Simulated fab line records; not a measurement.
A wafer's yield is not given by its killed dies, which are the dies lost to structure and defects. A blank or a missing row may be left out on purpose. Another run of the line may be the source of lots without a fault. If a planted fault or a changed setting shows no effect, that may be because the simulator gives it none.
Problem report, 8D (eight disciplines) form, completed by code    flow gf180mcu    the parts of the form that need people (team, actions taken, sign-off) are left out

== 1. PROBLEM STATEMENT ==
platenRpm at GF_V3_CMP_04 reads a mean of 66.01 rpm on 1 wafer of 1 lot; wafers without a fault read 60.00 rpm with a standard deviation of 0.038. So: +99 or more standard deviations from the usual mean.
The step: polishes SiO2.
Earliest sighting: wafer L968.2 on cmp-02 at day 26 23:38. At this step, 39 wafers from 13 lots have a number in the record. Rule for "out" (also "out of limits"): further than 4 standard deviations from the usual mean. The rest of the wafers with a number are treated as sound.

== 2. WHAT IT IS; WHAT IT IS NOT ==
question                     is                 is not
which readings at this step  platenRpm          motorCurrentA, timeToEndpointS
which lots                   L968               L953, L956, L957, L958, L959, L960, L961, L962, L963, L964, L974, L975
which wafers of those lots   L968.2             L968.1, L968.3
read on which tools          cmp-02             cmp-01
when                         from day 26 23:38  up to then (32 sound wafers); but 6 sound wafers of L974, L975 came after

== 3. WHAT RULES OUT EACH SUSPECT ==
Counting: a tool at a process step up to the reading stays a suspect if it ran every lot that is out. Sound lots after the first of them don't rule it out here, since some wafers of a struck lot are sound.
- pecvd-03 at GF_V3_CVD_02 (deposits SiO2 from TEOS, target thk 850 nm, time 94.851 s): kept. It ran the lot that is out, L968 (day 26 23:31); its last sound lot up to then is L959 (day 24 03:04).
- cmp-02 at GF_V3_CMP_04 (polishes SiO2): kept. It ran the lot that is out, L968 (day 26 23:38); its last sound lot up to then is L964 (day 25 16:44). On those wafers its own readings are out: platenRpm.
- At GF_V3_CVD_02, inside pecvd-03: chamber 0 took the wafers that are out, while their sound lot-mates went through chambers 1, 2.
- At GF_V3_CMP_04, inside cmp-02: chamber 2 took the wafers that are out, while their sound lot-mates went through chambers 0, 3.
After counting, pecvd-03 at GF_V3_CVD_02 and cmp-02 at GF_V3_CMP_04 remain.

== 4. THE CAUSE (what the simulator had put in) ==
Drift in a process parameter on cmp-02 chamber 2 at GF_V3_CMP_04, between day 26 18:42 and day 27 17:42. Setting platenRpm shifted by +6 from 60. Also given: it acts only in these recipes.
After counting, 2 suspects remain, this tool included.

== 5. THE CHAIN OF EFFECTS, in route order ==
One row per reading whose mean, taken over the struck wafers that have a number, lies over 3 standard deviations from the usual. Scope: only readings with a usual standard deviation given in the record; hours: median across lots of the time from each lot's start at the first step in this table that gives one to its start at this step; sigmas: change in usual standard deviations.
hours  step          reading    usual      on struck wafers  change  sigmas
0      GF_V3_CMP_04  platenRpm  60.00 rpm  66.01             +6.01   +99 or more
The process steps in it:
- GF_V3_CMP_04: polishes SiO2.

== 6. WHAT WOULD HAVE CAUGHT IT SOONER ==
First out-of-limits reading in this record: day 26 23:38, which is 5 hours after fault onset at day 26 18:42.
